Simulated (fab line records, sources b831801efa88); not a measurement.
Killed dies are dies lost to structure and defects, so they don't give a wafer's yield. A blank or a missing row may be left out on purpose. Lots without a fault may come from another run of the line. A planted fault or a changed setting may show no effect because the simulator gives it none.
A struck lot beside a sound one | flow sky130 | 15 steps out of a route of 708
Sound: wafers L463.2, L463.5, L463.6. Struck: wafers L455.1, L455.2, L455.5. The cause comes at the end.
At each step with rows: each side's tool, then ch and its chambers, then its first start. Under that, the readings that differ: sound wafers | struck wafers | difference of the means | sigmas: that difference in standard deviations of wafers without a fault.
alike: readings whose means differ by less than 2 such deviations, and words and numbers that are the same on both sides. not compared: withheld readings, readings that some wafer has no value for, bounds like >300 that may hide the same value, and numbers for which the record gives no deviation and whose values overlap.
The two part at a step that has a row with sigmas, a row that says differs or no value, or rows on one side only. Numbers that don't overlap but have no deviation are shown without sigmas and don't part them. A reading that every wafer of one side lacks parts them only if that side has two wafers or more.

SKY_LOCAL_INTERCONNECT_CD_MEAS_11: target cd 170 nm.
  sound on cd_sem-01, day 36 07:29; struck on cd_sem-02, day 33 15:46
  alike: cd_nm
SKY_LOCAL_INTERCONNECT_OVL_MEAS_12:
  sound on overlay-01, day 36 07:36; struck on overlay-01, day 33 15:53
  alike: LOCAL_INTERCONNECT_OVL
SKY_LOCAL_INTERCONNECT_ETCH_13: etches BARC in N2/H2, stops on SiO2, time 45.9 s, target depth 60 nm.
  sound on rie_metal-01 ch 0,1, day 36 07:38; struck on rie_metal-04 ch 0,1, day 33 15:56
  alike: bias_w, drypump_motor_current_A, oes_product_au, throttle_valve_pct
  not compared: rf_hours_counter_h
SKY_LOCAL_INTERCONNECT_METAL_ETCH_14: etches TiN in Cl2/BCl3, stops on PSG, target depth 110 nm, time 31.4 s.
  sound on rie_metal-01 ch 0,1, day 36 07:41; struck on rie_metal-04 ch 0,1, day 33 15:59
  alike: bias_w, drypump_motor_current_A, oes_product_au, throttle_valve_pct
  not compared: rf_hours_counter_h
SKY_LOCAL_INTERCONNECT_STRIP_15: strips in O2/N2.
  sound on plasma_asher-04 ch 0,1, day 36 07:44; struck on plasma_asher-02 ch 0,1, day 33 16:02
  alike: drypump_motor_current_A, oes_product_au, strip_time_to_endpoint_s
  not compared: rf_hours_counter_h
then, 3 steps without rows for these wafers: SKY_LOCAL_INTERCONNECT_STRIP_16 (strips in post etch residue remover, time 1200 s); SKY_LOCAL_INTERCONNECT_CLEAN_17 (cleans in IPA, time 180 s); SKY_LOCAL_INTERCONNECT_CLEAN_18 (cleans in O3/DIW).
SKY_CONTACT_CVD_00: deposits Si3N4, target thk 75 nm.
  sound on pecvd-02 ch 0,2, day 36 08:20; struck on pecvd-02 ch 1,2, day 33 16:40
  alike: heater_power_w
SKY_CONTACT_THK_MEAS_01:
  sound on film_metro-03, day 36 08:24; struck on film_metro-04, day 33 16:43
  alike: CONTACT_CVD_00_THK
then, 1 step without rows for these wafers: SKY_CONTACT_HDPCVD_02 (deposits SiO2, target thk 565 nm, time 94.2 s).
SKY_CONTACT_THK_MEAS_03:
  sound on film_metro-04, day 36 08:31; struck on film_metro-02, day 33 16:51
  alike: CONTACT_HDPCVD_THK
SKY_CONTACT_CMP_04: polishes SiO2.
  sound on cmp-02 ch 0,2,3, day 36 08:40; struck on cmp-02 ch 0,3, day 33 16:58
  reading                                     | sound             | struck            | difference | sigmas
  head_pressure_psi (psi)                     | 3.996 3.992 4.009 | 1.746 1.767 1.764 | -2.240     | -99 or more
  motor_current_A (A)                         | 10.5 10.6 11.7    | 6.6 7.3 7.3       | -3.9       | -5
  time_to_endpoint_s (s)                      | 91 89 83          | 111 109 109       | +22        | +6
  model.SiO2_of_CONTACT_HDPCVD_02.thk_nm (nm) | 340.1 340.3 338.9 | 438.4 437.1 436.7 | +97.6      |
SKY_CONTACT_BOW_MEAS_05:
  sound on film_metro-03, day 36 08:53; struck on film_metro-03, day 33 17:38
  reading          | sound    | struck | difference                    | sigmas
  CONTACT_BOW (um) | 79 78 81 | - - -  | no value on the struck wafers |
  not compared: hold
SKY_PAD_OPEN_PROBE_99:
  the record has rows for the sound wafers here (prober-02, day 50 02:54) and none for the struck ones

WHERE THEY PART
First at SKY_CONTACT_CMP_04; last, within this record, at SKY_PAD_OPEN_PROBE_99.

WHY: what the simulator had put in
Process parameter drift: cmp-02, from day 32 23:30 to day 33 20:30, at SKY_CONTACT_CMP_04. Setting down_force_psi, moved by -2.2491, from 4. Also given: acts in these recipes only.
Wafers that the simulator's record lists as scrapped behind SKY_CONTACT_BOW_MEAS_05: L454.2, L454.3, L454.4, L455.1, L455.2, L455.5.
